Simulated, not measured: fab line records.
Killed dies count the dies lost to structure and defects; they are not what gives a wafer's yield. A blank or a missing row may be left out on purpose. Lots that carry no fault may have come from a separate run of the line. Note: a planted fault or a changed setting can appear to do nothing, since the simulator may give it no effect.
Which tool is to blame? :: flow gf180mcu :: 14 lots, 41 wafers sampled, at 4 steps of a route of 602

WHAT THE GAUGES SHOWED, per wafer
GF_V4_CD_MEAS_14: the cd target is 260 nm. Usual: cd-nm reads 259.8 nm (standard deviation 1.3).
lot: L525
measured: day 24 15:25
on: cd-sem-01
cd-nm (nm): 260.0 260.1 261.0
flag: 

lot: L526
measured: day 24 23:39
on: cd-sem-02
cd-nm (nm): 258.9 260.2 258.2
flag: 

lot: L527
measured: day 25 11:48
on: cd-sem-02
cd-nm (nm): 258.7 259.5 259.8
flag: 

lot: L528
measured: day 25 15:40
on: cd-sem-02
cd-nm (nm): 259.6 260.2 261.2
flag: 

lot: L529
measured: day 25 22:31
on: cd-sem-02
cd-nm (nm): 259.8 260.5 259.7
flag: 

lot: L530
measured: day 26 00:16
on: cd-sem-02
cd-nm (nm): 259.0 260.1 259.1
flag: 

lot: L531
measured: day 26 14:10
on: cd-sem-01
cd-nm (nm): 259.6 260.0 259.6
flag: 

lot: L532
measured: day 27 04:18
on: cd-sem-02
cd-nm (nm): 259.4 258.7
flag: 

lot: L537
measured: day 28 11:36
on: cd-sem-01
cd-nm (nm): 260.0 260.1 260.0
flag: 

lot: L540
measured: day 29 05:53
on: cd-sem-02
cd-nm (nm): 259.4 260.2 259.4
flag: 

lot: L541
measured: day 29 08:38
on: cd-sem-01
cd-nm (nm): 260.2 260.0 260.5
flag: 

lot: L544
measured: day 30 07:21
on: cd-sem-02
cd-nm (nm): 258.5 258.1 257.5
flag: 

lot: L546
measured: day 30 21:30
on: cd-sem-02
cd-nm (nm): 258.5 258.1 258.2
flag: 

lot: L548
measured: day 31 08:53
on: cd-sem-02
cd-nm (nm): 256.4 257.6 257.1
flag: 

GF_M5_CD_MEAS_07: the cd target is 280 nm. Usual: cd-nm reads 280.5 nm (standard deviation 1.3).
lot: L525
measured: day 26 12:06
on: cd-sem-01
cd-nm (nm): 280.2 280.4 279.8
flag: 

lot: L526
measured: day 26 19:15
on: cd-sem-01
cd-nm (nm): 280.0 280.7 279.5
flag: 

lot: L527
measured: day 27 07:27
on: cd-sem-02
cd-nm (nm): 282.9 280.6 281.2
flag: 

lot: L528
measured: day 27 11:10
on: cd-sem-01
cd-nm (nm): 280.2 280.6 281.6
flag: 

lot: L529
measured: day 27 17:16
on: cd-sem-02
cd-nm (nm): 279.2 280.2 279.8
flag: 

lot: L530
measured: day 27 20:16
on: cd-sem-02
cd-nm (nm): 279.2 279.9 279.5
flag: 

lot: L531
measured: day 28 09:19
on: cd-sem-02
cd-nm (nm): 280.8 281.3 282.6
flag: 

lot: L532
measured: day 28 22:53
on: cd-sem-01
cd-nm (nm): 282.1 280.8
flag: 

lot: L537
measured: day 30 04:05
on: cd-sem-02
cd-nm (nm): 278.4 279.1 277.9
flag: 

lot: L540
measured: day 30 20:37
on: cd-sem-01
cd-nm (nm): 281.1 280.6 281.1
flag: 

lot: L541
measured: day 30 22:16
on: cd-sem-01
cd-nm (nm): 281.0 280.9 280.5
flag: 

lot: L544
measured: day 31 20:50
on: cd-sem-01
cd-nm (nm): 280.7 280.9 279.7
flag: 

lot: L546
measured: day 32 10:38
on: cd-sem-02
cd-nm (nm): 282.5 283.3 283.0
flag: 

lot: L548
measured: day 32 21:37
on: cd-sem-01
cd-nm (nm): 279.3 277.9 278.1
flag: 

TOOL THAT RAN EACH LOT (tool first, then ch and the chambers of the sampled wafers, then the start)
lot: L525
GF_V3_CMP_04: cmp-02 ch 1,2,3, day 21 16:02
GF_V4_CMP_04: cmp-02 ch 0,1,3, day 23 16:57

lot: L526
GF_V3_CMP_04: cmp-01 ch 0,1,3, day 22 01:17
GF_V4_CMP_04: cmp-02 ch 1,2,3, day 24 01:23

lot: L527
GF_V3_CMP_04: cmp-01 ch 2,3, day 22 14:17
GF_V4_CMP_04: cmp-02 ch 2,3, day 24 14:56

lot: L528
GF_V3_CMP_04: cmp-02 ch 0,2,3, day 22 18:05
GF_V4_CMP_04: cmp-01 ch 0,2, day 24 17:56

lot: L529
GF_V3_CMP_04: cmp-02 ch 1,2,3, day 23 01:46
GF_V4_CMP_04: cmp-02 ch 2,3, day 25 01:17

lot: L530
GF_V3_CMP_04: cmp-01 ch 2,3, day 23 03:23
GF_V4_CMP_04: cmp-01 ch 0,3, day 25 02:36

lot: L531
GF_V3_CMP_04: cmp-01 ch 0,3, day 23 18:05
GF_V4_CMP_04: cmp-02 ch 0,1,2, day 25 17:11

lot: L532
GF_V3_CMP_04: cmp-01 ch 0,3, day 24 08:55
GF_V4_CMP_04: cmp-02 ch 0,3, day 26 07:23

lot: L537
GF_V3_CMP_04: cmp-02 ch 2,3, day 25 18:41
GF_V4_CMP_04: cmp-01 ch 1,2,3, day 27 15:29

lot: L540
GF_V3_CMP_04: cmp-01 ch 1,3, day 26 13:53
GF_V4_CMP_04: cmp-02 ch 0,1, day 28 10:04

lot: L541
GF_V3_CMP_04: cmp-02 ch 2,3, day 26 17:44
GF_V4_CMP_04: cmp-02 ch 0,2,3, day 28 12:58

lot: L544
GF_V3_CMP_04: cmp-01 ch 0,1, day 27 17:24
GF_V4_CMP_04: cmp-01 ch 0,2, day 29 12:18

lot: L546
GF_V3_CMP_04: cmp-01 ch 1,2,3, day 28 09:33
GF_V4_CMP_04: cmp-02 ch 1,2,3, day 30 02:53

lot: L548
GF_V3_CMP_04: cmp-01 ch 0,2,3, day 28 23:02
GF_V4_CMP_04: cmp-01 ch 0,1, day 30 14:17
- GF_V3_CMP_04: polishes SiO2.
- GF_V4_CMP_04: polishes SiO2.

AS READ BY THE TOOLS THEMSELVES (means over the sampled wafers that have a number; for cases with no such wafer, the mark the record gives instead)
GF_V3_CMP_04. Usual: motor-current-A 12.6 A, standard deviation 1.4; time-to-endpoint-s 79 s, standard deviation 7.3.
lot: L525
tool: cmp-02
motor-current-A (A): 11.6
time-to-endpoint-s (s): 81
flag: 

lot: L526
tool: cmp-01
motor-current-A (A): 12.9
time-to-endpoint-s (s): 78
flag: 

lot: L527
tool: cmp-01
motor-current-A (A): 14.4
time-to-endpoint-s (s): 75
flag: 

lot: L528
tool: cmp-02
motor-current-A (A): 11.3
time-to-endpoint-s (s): 81
flag: 

lot: L529
tool: cmp-02
motor-current-A (A): 11.5
time-to-endpoint-s (s): 83
flag: 

lot: L530
tool: cmp-01
motor-current-A (A): 14.4
time-to-endpoint-s (s): 83
flag: 

lot: L531
tool: cmp-01
motor-current-A (A): 13.8
time-to-endpoint-s (s): 76
flag: 

lot: L532
tool: cmp-01
motor-current-A (A): 13.4
time-to-endpoint-s (s): 78
flag: 

lot: L537
tool: cmp-02
motor-current-A (A): 11.0
time-to-endpoint-s (s): 66
flag: 

lot: L540
tool: cmp-01
motor-current-A (A): 13.8
time-to-endpoint-s (s): 82
flag: 

lot: L541
tool: cmp-02
motor-current-A (A): 11.7
time-to-endpoint-s (s): 72
flag: 

lot: L544
tool: cmp-01
motor-current-A (A): 12.3
time-to-endpoint-s (s): 78
flag: 

lot: L546
tool: cmp-01
motor-current-A (A): 13.7
time-to-endpoint-s (s): 80
flag: 

lot: L548
tool: cmp-01
motor-current-A (A): 13.7
time-to-endpoint-s (s): 98
flag: 

GF_V4_CMP_04. Usual: motor-current-A 12.0 A, standard deviation 1.3; time-to-endpoint-s 73 s, standard deviation 7.1.
lot: L525
tool: cmp-02
motor-current-A (A): 11.6
time-to-endpoint-s (s): 70
flag: 

lot: L526
tool: cmp-02
motor-current-A (A): 11.6
time-to-endpoint-s (s): 70
flag: 

lot: L527
tool: cmp-02
motor-current-A (A): 11.1
time-to-endpoint-s (s): 73
flag: 

lot: L528
tool: cmp-01
motor-current-A (A): 13.4
time-to-endpoint-s (s): 68
flag: 

lot: L529
tool: cmp-02
motor-current-A (A): 11.4
time-to-endpoint-s (s): 75
flag: 

lot: L530
tool: cmp-01
motor-current-A (A): 12.6
time-to-endpoint-s (s): 79
flag: 

lot: L531
tool: cmp-02
motor-current-A (A): 11.1
time-to-endpoint-s (s): 72
flag: 

lot: L532
tool: cmp-02
motor-current-A (A): 11.3
time-to-endpoint-s (s): 72
flag: 

lot: L537
tool: cmp-01
motor-current-A (A): 13.7
time-to-endpoint-s (s): 76
flag: 

lot: L540
tool: cmp-02
motor-current-A (A): 12.0
time-to-endpoint-s (s): 70
flag: 

lot: L541
tool: cmp-02
motor-current-A (A): 11.1
time-to-endpoint-s (s): 72
flag: 

lot: L544
tool: cmp-01
motor-current-A (A): 12.7
time-to-endpoint-s (s): 80
flag: 

lot: L546
tool: cmp-02
motor-current-A (A): 11.6
time-to-endpoint-s (s): 72
flag: 

lot: L548
tool: cmp-01
motor-current-A (A): 12.3
time-to-endpoint-s (s): 86
flag: 

THE ANSWER, worked out from the rows above alone
Rule: a lot is off if the mean of its wafers that have a number lies more than 3 standard deviations from the usual mean. A lot without any number at a reading at which 4 lots or more have one is off too. Any other lot the step has rows for is counted as sound. Order of review: gauges by route order, followed by the tools' own readings, for which a lot's mean as printed above is used. The first step at which some lot is off is used, and at that step the reading that is off furthest; a lot without a number counts as furthest.
No lot is off at any reading shown: from this, nothing can be told.

WHAT THE SIMULATOR HAD PUT IN
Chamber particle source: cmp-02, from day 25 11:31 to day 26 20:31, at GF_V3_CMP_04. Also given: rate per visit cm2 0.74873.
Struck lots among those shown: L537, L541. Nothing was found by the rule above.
